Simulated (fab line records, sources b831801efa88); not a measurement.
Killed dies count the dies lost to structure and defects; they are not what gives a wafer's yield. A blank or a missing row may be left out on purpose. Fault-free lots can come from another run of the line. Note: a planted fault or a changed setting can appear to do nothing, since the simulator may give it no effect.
Matching of chambers || flow sky130 || SKY_POLY_CUT_ETCH_11 on rie_diel-01 has 4 sister chambers
The step etches Si3N4 in CF4/CH2F2/Ar, stops on poly-Si, time 42.5 s, target depth 60 nm. 18 wafers are shown with their chamber, then 9 later ones without.

## EACH WAFER AND ITS CHAMBER
{"wafer": "L405.3", "chamber": 1, "drypump_motor_current_A (A)": 5.43, "throttle_valve_pct (%)": 15.001, "oes_product_au (a.u.)": 0.823}
{"wafer": "L405.4", "chamber": 0, "drypump_motor_current_A (A)": 6.10, "throttle_valve_pct (%)": 15.011, "oes_product_au (a.u.)": 0.833}
{"wafer": "L405.6", "chamber": 3, "drypump_motor_current_A (A)": 6.00, "throttle_valve_pct (%)": 14.991, "oes_product_au (a.u.)": 0.830}
{"wafer": "L407.1", "chamber": 2, "drypump_motor_current_A (A)": 5.66, "throttle_valve_pct (%)": 14.990, "oes_product_au (a.u.)": 0.836}
{"wafer": "L407.5", "chamber": 0, "drypump_motor_current_A (A)": 6.10, "throttle_valve_pct (%)": 14.987, "oes_product_au (a.u.)": 0.832}
{"wafer": "L407.6", "chamber": 2, "drypump_motor_current_A (A)": 5.68, "throttle_valve_pct (%)": 14.990, "oes_product_au (a.u.)": 0.827}
{"wafer": "L408.1", "chamber": 1, "drypump_motor_current_A (A)": 5.46, "throttle_valve_pct (%)": 14.993, "oes_product_au (a.u.)": 0.834}
{"wafer": "L408.2", "chamber": 0, "drypump_motor_current_A (A)": 6.14, "throttle_valve_pct (%)": 14.994, "oes_product_au (a.u.)": 0.825}
{"wafer": "L408.3", "chamber": 2, "drypump_motor_current_A (A)": 5.67, "throttle_valve_pct (%)": 15.010, "oes_product_au (a.u.)": 0.829}
{"wafer": "L411.1", "chamber": 2, "drypump_motor_current_A (A)": 5.68, "throttle_valve_pct (%)": 15.007, "oes_product_au (a.u.)": 0.836}
{"wafer": "L411.4", "chamber": 2, "drypump_motor_current_A (A)": 5.67, "throttle_valve_pct (%)": 14.990, "oes_product_au (a.u.)": 0.831}
{"wafer": "L411.5", "chamber": 0, "drypump_motor_current_A (A)": 6.13, "throttle_valve_pct (%)": 14.998, "oes_product_au (a.u.)": 0.843}
{"wafer": "L414.1", "chamber": 2, "drypump_motor_current_A (A)": 5.68, "throttle_valve_pct (%)": 14.994, "oes_product_au (a.u.)": 0.823}
{"wafer": "L414.4", "chamber": 0, "drypump_motor_current_A (A)": 6.10, "throttle_valve_pct (%)": 15.011, "oes_product_au (a.u.)": 0.837}
{"wafer": "L414.5", "chamber": 3, "drypump_motor_current_A (A)": 6.01, "throttle_valve_pct (%)": 14.993, "oes_product_au (a.u.)": 0.830}
{"wafer": "L417.3", "chamber": 2, "drypump_motor_current_A (A)": 5.66, "throttle_valve_pct (%)": 14.997, "oes_product_au (a.u.)": 0.825}
{"wafer": "L417.4", "chamber": 3, "drypump_motor_current_A (A)": 5.99, "throttle_valve_pct (%)": 14.985, "oes_product_au (a.u.)": 0.822}
{"wafer": "L417.5", "chamber": 3, "drypump_motor_current_A (A)": 6.00, "throttle_valve_pct (%)": 14.987, "oes_product_au (a.u.)": 0.821}

SIGNATURES (averages over the wafers above)
{"reading": "drypump_motor_current_A", "chamber 0": 6.1140, "chamber 1": 5.4450, "chamber 2": 5.6714, "chamber 3": 6.0000, "scatter within a chamber": 0.0138}
{"reading": "throttle_valve_pct", "chamber 0": 15.00020, "chamber 1": 14.99700, "chamber 2": 14.99686, "chamber 3": 14.98900, "scatter within a chamber": 0.00823}
{"reading": "oes_product_au", "chamber 0": 0.83400, "chamber 1": 0.82850, "chamber 2": 0.82957, "chamber 3": 0.82575, "scatter within a chamber": 0.00576}
Rule: for each reading, subtract the chamber's mean from the wafer's reading, divide by that reading's scatter and square the result; add these up over the readings and take the root, which gives the wafer's distance from the chamber. If the next closest chamber is less than 2 further off than the closest, the wafer can't be placed; otherwise it belongs to the closest. The scatter is the square root of a quotient: the sum, over the shown wafers, of each reading's squared deviation from its chamber's mean, divided by wafers minus chambers.

## WAFERS WITHOUT THEIR CHAMBER
{"wafer": "L424.3", "drypump_motor_current_A (A)": 6.01, "throttle_valve_pct (%)": 15.001, "oes_product_au (a.u.)": 0.817}
{"wafer": "L424.4", "drypump_motor_current_A (A)": 5.69, "throttle_valve_pct (%)": 14.996, "oes_product_au (a.u.)": 0.825}
{"wafer": "L424.5", "drypump_motor_current_A (A)": 5.44, "throttle_valve_pct (%)": 15.011, "oes_product_au (a.u.)": 0.829}
{"wafer": "L425.2", "drypump_motor_current_A (A)": 5.42, "throttle_valve_pct (%)": 15.011, "oes_product_au (a.u.)": 0.829}
{"wafer": "L425.4", "drypump_motor_current_A (A)": 6.13, "throttle_valve_pct (%)": 14.999, "oes_product_au (a.u.)": 0.830}
{"wafer": "L425.5", "drypump_motor_current_A (A)": 6.12, "throttle_valve_pct (%)": 14.994, "oes_product_au (a.u.)": 0.827}
{"wafer": "L426.1", "drypump_motor_current_A (A)": 6.02, "throttle_valve_pct (%)": 14.993, "oes_product_au (a.u.)": 0.838}
{"wafer": "L426.3", "drypump_motor_current_A (A)": 5.69, "throttle_valve_pct (%)": 14.988, "oes_product_au (a.u.)": 0.831}
{"wafer": "L426.4", "drypump_motor_current_A (A)": 5.43, "throttle_valve_pct (%)": 14.998, "oes_product_au (a.u.)": 0.828}

## EACH ONE'S CHAMBER
{"wafer": "L424.3", "from the rows above": 3, "in truth": 3}
{"wafer": "L424.4", "from the rows above": 2, "in truth": 2}
{"wafer": "L424.5", "from the rows above": 1, "in truth": 1}
{"wafer": "L425.2", "from the rows above": 1, "in truth": 1}
{"wafer": "L425.4", "from the rows above": 0, "in truth": 0}
{"wafer": "L425.5", "from the rows above": 0, "in truth": 0}
{"wafer": "L426.1", "from the rows above": 3, "in truth": 3}
{"wafer": "L426.3", "from the rows above": 2, "in truth": 2}
{"wafer": "L426.4", "from the rows above": 1, "in truth": 1}
Placed correctly: 9 of 9. Left unplaced by these rows: 0. Placed wrongly: 0.
